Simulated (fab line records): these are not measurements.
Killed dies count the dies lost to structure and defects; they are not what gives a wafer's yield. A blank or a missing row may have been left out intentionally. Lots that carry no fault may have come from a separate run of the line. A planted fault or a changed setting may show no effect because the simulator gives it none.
fab line records | flow sky130
record: lots: 5 | wafers: 15 | last-day: 50
route steps=708 shown METAL2@483 PAD_OPEN@708
lots with no fault: from the same line, run without faults
start-h: hours from the record's opening day to when the first of the lot's shown wafers began | wait-h: how many hours have passed since the lot's step before this one | " same as the row above | L1.1+2: several wafers, shown together as one row | - no value present, or no start provided | * or withheld: withheld | < > ~ a bound
route shown NAME@n: names a module that has steps shown in the file, with the first one's number in the route | usual: mean and standard deviation over wafers with no fault | same: alike in all rows | chamber/n: place in a boat | sites: each site's reading | _std_site: the values' standard deviation | _edge_site: mean of outer sites minus mean of inner sites | radius-mm: how far each site lies from the wafer's centre | mask NAME#n: copy n | behind: the tool/chamber that last shaped the wafer | hold: cause of the lot's hold/its duration in hours/its outcome | device: names the non-switching transistor (n, p or np) | end of line: the route-end tests of the same wafers | a step given without rows: its recipe and nothing more | killed: not the wafer's yield, but the dies lost to structure and defects at the first sort | map: a wafer's dies, marking killed ones x, the rest . and places with no die _
set.NAME: the setting as run; set.NAME@STEP: as run at that earlier step | model.NAME: the simulator's own value behind a step, which no gauge read
lots at selected steps of the route; one table per step, one row per wafer
services: a tool's chamber out of use, with start hour (start-h, from the record's first day; less than 0 if before it), hours out, and reason
== steps ==
step: SKY_METAL2_SPUTTER_00
recipe: material: Ti | target-thk-nm: 15 | power-w: 3000 | time-s: 10 | chamber-pressure-pa: 0.4
step: SKY_METAL2_SPUTTER_01
recipe: material: TiN | target-thk-nm: 20 | power-w: 6500 | time-s: 16.7 | chamber-pressure-pa: 0.4
step: SKY_METAL2_SPUTTER_02
recipe: material: AlCu | target-thk-nm: 250 | power-w: 10600 | time-s: 13.3 | chamber-pressure-pa: 0.4
step: SKY_METAL2_SPUTTER_03
recipe: material: Ti | target-thk-nm: 5 | power-w: 3000 | time-s: 3.3 | chamber-pressure-pa: 0.4
step: SKY_METAL2_SPUTTER_04
recipe: material: TiN | target-thk-nm: 70 | power-w: 6500 | time-s: 55.52 | chamber-pressure-pa: 0.4
step: SKY_METAL2_DEHYDRATE_07
recipe: temp-c: 200 | time-s: 60
step: SKY_METAL2_HMDS_08
recipe: prime-time-s: 60 | prime-temp-c: 120
step: SKY_METAL2_COAT_09
recipe: resist: BARC | temp-c: withheld | time-s: withheld | spin-rpm: 3000 | resist-thk-nm: 60
step: SKY_METAL2_COAT_10
recipe: resist: KrF-thick | spin-rpm: 3000 | resist-thk-nm: 450
step: SKY_METAL2_SOFTBAKE_11
recipe: temp-c: 100 | time-s: 90 | resist: KrF-thick
step: SKY_METAL2_EXPOSE_12
recipe: mask-id: MM2 | na: 0.8 | source-shape: annular | sigma-inner: 0.55 | sigma-outer: 0.85 | target-cd-nm: 140 | dose-mj: 28
usual: exposure-dose-mJ-cm2: 27.99/0.068 | focus-offset-nm: 0.0/0.52
lot.wafer | tool           | chamber | start-h | wait-h | mask  | exposure-dose-mJ-cm2 | focus-offset-nm
L573.2    | krf-scanner-02 | 0       | 888.47  | -      | MM2#0 | 28.09                | 0.2
L573.3    | "              | 0       | "       | "      | MM2#0 | 28.11                | -0.2
L573.5    | "              | 0       | "       | "      | MM2#0 | 28.09                | 0.5
L582.1    | krf-scanner-02 | 0       | 934.29  | -      | MM2#0 | 23.80                | 0.5
L582.4    | "              | 0       | "       | "      | MM2#0 | 23.82                | 0.3
L582.5    | "              | 0       | "       | "      | MM2#0 | 23.83                | -0.5
L583.1    | krf-scanner-02 | 0       | 944.52  | -      | MM2#0 | 23.86                | -0.5
L583.3    | "              | 0       | "       | "      | MM2#0 | 23.83                | -1.0
L583.4    | "              | 0       | "       | "      | MM2#0 | 23.82                | -0.1
L586.3    | krf-scanner-02 | 0       | 963.23  | -      | MM2#0 | 25.37                | 0.9
L586.5    | "              | 0       | "       | "      | MM2#0 | 25.33                | 0.4
L586.6    | "              | 0       | "       | "      | MM2#0 | 25.35                | -0.2
L587.1    | krf-scanner-01 | 0       | 968.84  | -      | MM2#0 | 27.93                | 0.0
L587.5    | "              | 0       | "       | "      | MM2#0 | 27.89                | 0.4
L587.6    | "              | 0       | "       | "      | MM2#0 | 27.91                | 0.5
step: SKY_METAL2_PEB_13
recipe: peb-temp-c: withheld | peb-time-s: withheld | resist: KrF-thick
step: SKY_METAL2_DEVELOP_14
recipe: develop-time-s: 60 | resist: KrF-thick | dev-temp-c: 21
step: SKY_METAL2_CD_MEAS_15
recipe: target-cd-nm: 140
usual: cd-nm: 140.5/1.4
lot.wafer | tool      | chamber | start-h | wait-h | cd-nm
L573.2    | cd-sem-02 | -       | 901.20  | -      | 141.3
L573.3    | "         | -       | "       | "      | 141.8
L573.5    | "         | -       | "       | "      | 142.1
L582.1    | cd-sem-01 | -       | 945.93  | -      | 173.2
L582.4    | "         | -       | "       | "      | 172.3
L582.5    | "         | -       | "       | "      | 173.6
L583.1    | cd-sem-01 | -       | 955.78  | -      | 171.4
L583.3    | "         | -       | "       | "      | 172.1
L583.4    | "         | -       | "       | "      | 171.5
L586.3    | cd-sem-01 | -       | 974.77  | -      | 161.5
L586.5    | "         | -       | "       | "      | 159.7
L586.6    | "         | -       | "       | "      | 160.1
L587.1    | cd-sem-01 | -       | 980.32  | -      | 141.1
L587.5    | "         | -       | "       | "      | 138.4
L587.6    | "         | -       | "       | "      | 140.7
step: SKY_METAL2_DESCUM_17
recipe: chemistry: O2 | source-power-w: 150 | bias-power-w: 0 | pressure-mtorr: 10 | temp-c: 40 | time-s: 8
usual: drypump-motor-current-A: 5.7/0.49 | oes-product-au: 0.996/0.0069 | temp-c: 39.99/0.12
lot.wafer | tool         | chamber | start-h | wait-h | drypump-motor-current-A | oes-product-au | rf-hours-counter-h | temp-c | model.METAL2.cd-nm
L573.2    | rie-metal-03 | 0       | 901.34  | 0.0    | 6.6                     | 0.988          | 3                  | 40.01  | 141.4
L573.3    | "            | 0       | "       | "      | 6.5                     | 0.989          | -                  | 40.12  | 142
L573.5    | "            | 0       | "       | "      | 6.6                     | 0.987          | -                  | 39.98  | 142.2
L582.1    | rie-metal-04 | 0       | 946.09  | 0.0    | 6.2                     | 0.993          | 8                  | 40.02  | 173.3
L582.4    | "            | 0       | "       | "      | 6.2                     | 0.995          | -                  | 40.01  | 172.5
L582.5    | "            | 0       | "       | "      | 6.2                     | 0.982          | -                  | 40.01  | 173.7
L583.1    | rie-metal-03 | 1       | 955.94  | 0.0    | 5.4                     | 0.993          | 20                 | 39.94  | 171.7
L583.3    | "            | 0       | "       | "      | 6.6                     | 0.990          | -                  | 40.18  | 171.7
L583.4    | "            | 1       | "       | "      | 5.4                     | 1.001          | -                  | 39.81  | 171.8
L586.3    | rie-metal-04 | 1       | 974.90  | 0.0    | 4.8                     | 1.001          | -                  | 39.91  | 161.6
L586.5    | "            | 0       | "       | "      | 6.2                     | 0.986          | -                  | 39.95  | 159.9
L586.6    | "            | 1       | "       | "      | 4.9                     | 0.990          | -                  | 40.00  | 160.9
L587.1    | rie-metal-03 | 1       | 980.47  | 0.0    | 5.4                     | 0.993          | 21                 | 39.99  | 140.9
L587.5    | "            | 1       | "       | "      | 5.4                     | 1.002          | -                  | 39.87  | 139
L587.6    | "            | 0       | "       | "      | 6.6                     | 0.994          | -                  | 39.91  | 140.6
step: SKY_METAL2_ETCH_18
recipe: chemistry: N2/H2 | target: BARC | ion-energy-ev: 200 | bias-w: 100 | pressure-mtorr: 30 | n2-flow-sccm: 100 | h2-flow-sccm: 200 | icp-w: 500 | stop-on: SiO2 | time-s: 45.9 | target-depth-a: 600
step: SKY_METAL2_METAL_ETCH_19
recipe: target-depth-a: 3600 | stop-on: SiO2 | over-etch-frac: 0.3 | time-s: 78 | chemistry: Cl2/BCl3 | resist-sidewall-deg: 88 | pressure-mtorr: 10 | icp-w: 900 | bias-w: 48.5 | Cl2_flow_sccm: 60 | bcl3-flow-sccm: 30
usual: drypump-motor-current-A: 5.7/0.49 | oes-product-au: 0.849/0.006 | throttle-valve-pct: 22.264/0.0091
lot.wafer | tool         | chamber | start-h | wait-h | drypump-motor-current-A | oes-product-au | rf-hours-counter-h | throttle-valve-pct | model.METAL2.cd-nm
L573.2    | rie-metal-03 | 0       | 901.43  | 0.0    | 6.5                     | 0.844          | 3                  | 22.253             | 138
L573.3    | "            | 0       | "       | "      | 6.5                     | 0.855          | -                  | 22.270             | 139.2
L573.5    | "            | 0       | "       | "      | 6.6                     | 0.854          | -                  | 22.266             | 138.6
L582.1    | rie-metal-04 | 0       | 946.18  | 0.0    | 6.2                     | 0.844          | 8                  | 22.263             | 175.3
L582.4    | "            | 0       | "       | "      | 6.2                     | 0.847          | -                  | 22.270             | 173.3
L582.5    | "            | 0       | "       | "      | 6.2                     | 0.845          | -                  | 22.256             | 176.6
L583.1    | rie-metal-03 | 1       | 956.03  | 0.0    | 5.4                     | 0.842          | 20                 | 22.277             | 173.2
L583.3    | "            | 0       | "       | "      | 6.6                     | 0.850          | -                  | 22.265             | 169.9
L583.4    | "            | 1       | "       | "      | 5.4                     | 0.839          | -                  | 22.255             | 171.6
L586.3    | rie-metal-04 | 1       | 975.01  | 0.1    | 4.9                     | 0.859          | -                  | 22.259             | 165.3
L586.5    | "            | 0       | "       | "      | 6.2                     | 0.853          | -                  | 22.246             | 163.1
L586.6    | "            | 1       | "       | "      | 4.9                     | 0.848          | -                  | 22.271             | 164.8
L587.1    | rie-metal-03 | 1       | 980.60  | 0.1    | 5.4                     | 0.843          | 21                 | 22.244             | 142.3
L587.5    | "            | 1       | "       | "      | 5.4                     | 0.864          | -                  | 22.256             | 138.4
L587.6    | "            | 0       | "       | "      | 6.6                     | 0.861          | -                  | 22.274             | 141.3
step: SKY_METAL2_STRIP_20
recipe: chemistry: O2/N2 | power-w: 1400 | pressure-mtorr: 1500 | platen-temp-c: withheld | o2-flow-sccm: 3000 | n2-flow-sccm: 300 | overash-fraction: 0.5
step: SKY_PAD_OPEN_PROBE_99
usual: defect-limited-yield: 82.5/1.9 | killed_at_M0_to_M3: 44/6.6 | killed_at_M4_up: 3.0/2 | killed-at-contacts: 24/5.1 | killed-at-front-end: 15/4.1 | killed-at-other: 0.4/0.62 | killed-dies: 86/9.3 | killed-on-rim: 17/3.7 | killed-open: 46/6.8 | killed-short: 40/5.8 | sort_bin_3_pad_short: 0.8/0.4 | sort_bin_5_function: 10.3/1.4 | sort_bin_6_memory: 6.4/1 | sort-n-pass: 406/9.3 | sort-yield-pct: 82.5/1.9
same: gross-dies: 492 | killed-at-back-side: 0 | sort_bin_4_leakage[%]: 0 | sort_bin_8_speed[%]: 0
lot.wafer | tool      | chamber | start-h | wait-h | defect-limited-yield[%] | killed_at_M0_to_M3 | killed_at_M4_up | killed-at-contacts | killed-at-front-end | killed-at-other | killed-dies | killed-on-rim | killed-open | killed-short | sort_bin_3_pad_short[%] | sort_bin_5_function[%] | sort_bin_6_memory[%] | sort-n-pass | sort-yield-pct[%]
L573.2    | prober-02 | -       | 1139.33 | 0.1    | 83.3                    | 52                 | 0               | 18                 | 10                  | 2               | 82          | 14            | 42          | 40           | 0.6                     | 9.8                    | 6.3                  | 410         | 83.3
L573.3    | prober-02 | -       | 1139.38 | 0.2    | 78.9                    | 51                 | 5               | 27                 | 21                  | 0               | 104         | 28            | 53          | 51           | 1.0                     | 12.8                   | 7.3                  | 388         | 78.9
L573.5    | prober-02 | -       | 1139.48 | 0.2    | 84.6                    | 42                 | 4               | 17                 | 13                  | 0               | 76          | 19            | 39          | 37           | 0.8                     | 8.7                    | 5.9                  | 416         | 84.6
L582.1    | prober-01 | -       | 1169.38 | 0.1    | 3.7                     | 434                | 1               | 18                 | 20                  | 1               | 474         | 81            | 40          | 40           | 81.3                    | 8.5                    | 6.5                  | 18          | 3.7
L582.4    | prober-01 | -       | 1169.53 | 0.2    | 3.7                     | 428                | 1               | 31                 | 13                  | 1               | 474         | 84            | 52          | 32           | 80.1                    | 10.2                   | 6.1                  | 18          | 3.7
L582.5    | prober-01 | -       | 1169.58 | 0.2    | 2.6                     | 429                | 3               | 28                 | 18                  | 1               | 479         | 87            | 40          | 37           | 83.1                    | 8.9                    | 5.3                  | 13          | 2.6
L583.1    | prober-02 | -       | 1178.86 | 0.1    | 3.9                     | 421                | 5               | 29                 | 18                  | 0               | 473         | 80            | 51          | 45           | 77.2                    | 13.0                   | 5.9                  | 19          | 3.9
L583.3    | prober-02 | -       | 1178.96 | 0.2    | 8.7                     | 420                | 0               | 19                 | 10                  | 0               | 449         | 74            | 47          | 35           | 75.0                    | 10.6                   | 5.7                  | 43          | 8.7
L583.4    | prober-02 | -       | 1179.01 | 0.2    | 4.7                     | 429                | 6               | 22                 | 12                  | 0               | 469         | 86            | 47          | 32           | 80.3                    | 8.3                    | 6.7                  | 23          | 4.7
L586.3    | prober-02 | -       | 1188.11 | 0.2    | 36.2                    | 280                | 3               | 26                 | 5                   | 0               | 314         | 27            | 41          | 35           | 49.0                    | 8.1                    | 6.7                  | 178         | 36.2
L586.5    | prober-02 | -       | 1188.21 | 0.2    | 54.1                    | 182                | 2               | 23                 | 19                  | 0               | 226         | 24            | 40          | 37           | 30.5                    | 8.7                    | 6.7                  | 266         | 54.1
L586.6    | prober-02 | -       | 1188.26 | 0.2    | 40.9                    | 248                | 6               | 24                 | 13                  | 0               | 291         | 29            | 46          | 43           | 41.7                    | 11.4                   | 6.1                  | 201         | 40.9
killed by level:class
L573.2 CONTACT:geometric-particle:open=9 METAL2:geometric-particle:short=9 VIA1:geometric-particle:short=8 VIA3:geometric-particle:open=8 VIA2:geometric-particle:open=7 VIA1:geometric-particle:open=6 LI_CONTACT:geometric-particle:open=4 FIELD_ISO:geometric-particle:short=3
L573.3 VIA1:geometric-particle:open=13 CONTACT:geometric-particle:open=10 POLY_GATE:geometric-particle:short=6 METAL2:geometric-particle:short=6 VIA2:geometric-particle:open=6 FIELD_ISO:geometric-particle:short=5 CONTACT:geometric-particle:short=5 LI_CONTACT:geometric-particle:short=5
L573.5 VIA2:geometric-particle:open=8 LI_CONTACT:geometric-particle:open=7 METAL2:geometric-particle:short=6 VIA1:geometric-particle:open=5 POLY_GATE:geometric-particle:open=5 CONTACT:geometric-particle:short=5 METAL1:geometric-particle:short=5 METAL3:geometric-particle:short=5
L582.1 METAL2:area-expose=394 LI_CONTACT:geometric-particle:open=7 VIA1:geometric-particle:open=7 FIELD_ISO:geometric-particle:short=6 VIA1:geometric-particle:short=6 METAL3:geometric-particle:short=6 CONTACT:geometric-particle:open=5 METAL1:geometric-particle:short=5
L582.4 METAL2:area-expose=390 LI_CONTACT:geometric-particle:open=11 CONTACT:geometric-particle:open=10 VIA1:geometric-particle:open=10 METAL2:geometric-particle:short=7 CONTACT:geometric-particle:short=4 VIA2:geometric-particle:open=4 VIA3:geometric-particle:open=4
L582.5 METAL2:area-expose=402 CONTACT:geometric-particle:open=11 LI_CONTACT:geometric-particle:open=7 METAL1:geometric-particle:short=6 VIA1:geometric-particle:open=6 LOCAL_INTERCONNECT:geometric-particle:short=5 FIELD_ISO:geometric-particle:open=4 FIELD_ISO:geometric-particle:short=4
L583.1 METAL2:area-expose=377 CONTACT:geometric-particle:open=9 FIELD_ISO:geometric-particle:open=8 LI_CONTACT:geometric-particle:open=8 METAL2:geometric-particle:short=8 VIA2:geometric-particle:open=5 METAL1:geometric-particle:short=5 VIA1:geometric-particle:short=5
L583.3 METAL2:area-expose=367 METAL1:geometric-particle:short=11 VIA1:geometric-particle:open=9 CONTACT:geometric-particle:open=9 VIA2:geometric-particle:open=8 VIA1:geometric-particle:short=7 VIA3:geometric-particle:open=7 FIELD_ISO:geometric-particle:open=5
L583.4 METAL2:area-expose=390 CONTACT:geometric-particle:open=12 VIA1:geometric-particle:open=10 VIA2:geometric-particle:open=6 LOCAL_INTERCONNECT:geometric-particle:short=4 METAL1:geometric-particle:short=4 METAL2:geometric-particle:short=4 METAL4:geometric-particle:short=4
L586.3 METAL2:area-expose=238 LI_CONTACT:geometric-particle:open=9 CONTACT:geometric-particle:short=9 METAL2:geometric-particle:short=8 VIA1:geometric-particle:open=7 VIA2:geometric-particle:open=7 CONTACT:geometric-particle:open=6 VIA3:geometric-particle:open=6
L586.5 METAL2:area-expose=149 CONTACT:geometric-particle:open=12 POLY_GATE:geometric-particle:short=9 VIA1:geometric-particle:open=9 VIA2:geometric-particle:open=7 METAL1:geometric-particle:short=6 FIELD_ISO:geometric-particle:open=5 CONTACT:geometric-particle:short=5
L586.6 METAL2:area-expose=202 VIA1:geometric-particle:open=13 CONTACT:geometric-particle:open=7 LI_CONTACT:geometric-particle:open=7 METAL4:geometric-particle:short=6 FIELD_ISO:geometric-particle:short=5 METAL1:geometric-particle:short=5 VIA2:geometric-particle:open=5
map L582.5 (x killed, . not)
__________.x..xxxxxx_________
________xxx.xxxxxxxxxx_______
______xxxxxxxxxxxxxxxxxx_____
_____xxxxxxxxxxxxxxxxxxxx____
____xxxxxxxxxxxxxxxxxxxxxx___
___.xxxxxxxxxxxxxxxxxxxxxxx__
__.xxxxxxxxxxxxxxxxxxxxxxxxx_
_xx.xxxxxxxxxxxxxxxxxxxxxxxxx
_x.xxxxxxxxxxxxxxxxxxxxxxxxxx
_.xxxxxxxxxxxxxxxxxxxxxxxxxxx
_xxxxxxxxxxxxxxxxxxxxxxxxxxxx
_xxxxxxxxxxxxxxxxxxxxxxxxxxxx
_xxxxxxxxxxxxxxxxxxxxxxxxxxxx
_.xxxxxxxxxxxxxxxxxxxxxxxxxxx
_xxxxxxxxxxxxxxxxxxxxxxxxxxxx
__xxxxxxxxxxxxxxxxxxxxxxxxxx_
___xxxxxxxxxxxxxxxxxxxxxxxx__
____.xxxxxxxxxxxxxxxxxxxxx___
_____xx.xxxxxxxxxxxxxxxxx____
______xxxxxxxxxxxxxxxxxx_____
________xxxxxxxxxxxxxx_______
__________xxxxxxx.xx_________
map L583.1 (x killed, . not)
__________xxxxxx.xxx_________
________xxxxxxxxxxxxxx_______
______.xx.xxxxxxxxxxxxxx_____
_____x.xxxxxxxxxxxxxxxxxx____
____xxxxxxxxxxxxxxxxxxxxxx___
___...xxxxxxxxxxxxxxxxxxxxx__
__.xxxxxxxxxxxxxxxxxxxxxxxxx_
_xxxxxxxxxxxxxxxxxxxxxxxxxxxx
_x.xxxxxxxxxxxxxxxxxxxxxxxxxx
_.xxxxxxxxxxxxxxxxxxxxxxxxxx.
_xxxxxxxxxxxxxxxxxxxxxxxxxxxx
_.xxxxxxxxxxxxxxxxxxxxxxxxxxx
_.xxxxxxxxxxxxxxxxxxxxxxxxxxx
_xxxxxxxxxxxxxxxxxxxxxxxxxxxx
_xxxxxxxxxxxxxxxxxxxxxxxxxxxx
__.xxxxxxxxxxxxxxxxxxxxxxxxx_
___xxxxxxxxxxxxxxxxxxxxxxxx__
____xxxxxxxxxxxxxxxxxxxxxx___
_____xxxxxxxxxxxxxxxxxxxx____
______xxxxxxxxxxxxxxxxxx_____
________...xxxxxxxx.xx_______
__________xxxx.xxxxx_________
== services ==
tool           | chamber | start-h | hours | kind
krf-scanner-01 | -       | 881.80  | 1.3   | pm
krf-scanner-01 | -       | 904.97  | 1.4   | repair
krf-scanner-02 | -       | 914.35  | 1.0   | pm
krf-scanner-02 | 0       | 915.59  | -     | calibration
krf-scanner-01 | -       | 927.18  | 1.0   | pm
krf-scanner-01 | 0       | 927.44  | -     | calibration
krf-scanner-02 | -       | 928.85  | 4.3   | repair
rie-metal-04   | -       | 937.60  | 1.5   | repair
krf-scanner-02 | -       | 953.84  | 1.3   | pm
krf-scanner-02 | -       | 958.43  | 0.8   | pm
krf-scanner-01 | -       | 964.45  | 0.8   | pm
krf-scanner-02 | -       | 964.66  | 0.9   | repair
== key ==
first-sign: step: SKY_METAL2_EXPOSE_12 | reading: exposure-dose-mJ-cm2 | direction: down | sigmas: 54 | usual: * | struck: *
effect: step: SKY_METAL2_CD_MEAS_15 | reading: cd-nm | direction: up | sigmas: 19 | usual: 140.5 | struck: 168.4 | through: control-loop
effect: step: SKY_PAD_OPEN_PROBE_99 | reading: sort_bin_3_pad_short | direction: up | sigmas: 99+ | usual: 0.8 | struck: 66.5
model-effect: step: SKY_METAL2_DESCUM_17 | value: METAL2.cd-nm | without: 140.6 | struck: 168.6
model-effect: step: SKY_METAL2_METAL_ETCH_19 | value: METAL2.cd-nm | without: 142.4 | struck: 170.3
more-kills-born-at: SKY_METAL2_EXPOSE_12@krf-scanner-02: 2909
met-at SKY_METAL2_EXPOSE_12
struck-wafers L582.1,L582.4,L582.5,L583.1,L583.3,L583.4,L586.3,L586.5,L586.6
later-rows-left-out L582.1,L582.4,L582.5,L583.1,L583.3,L583.4
loop-trim: step: SKY_METAL2_EXPOSE_12 | setting: dose | lots: L586
onset-between 888.47 934.29
fault: kind: process-parameter-drift | tool: krf-scanner-02 | chamber: - | onset-h: 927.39 | steps: SKY_METAL2_EXPOSE_12 | channel: dose-mj | offset: -4.2601 | shape: step | acts-in: these-recipes-only | stated: 28
later-rows-left-out: the simulator's readings of these wafers behind a module that went badly wrong aren't trusted and aren't shown, but for the sort
loop-trim: a control loop set the setting to another value than it would have without faults
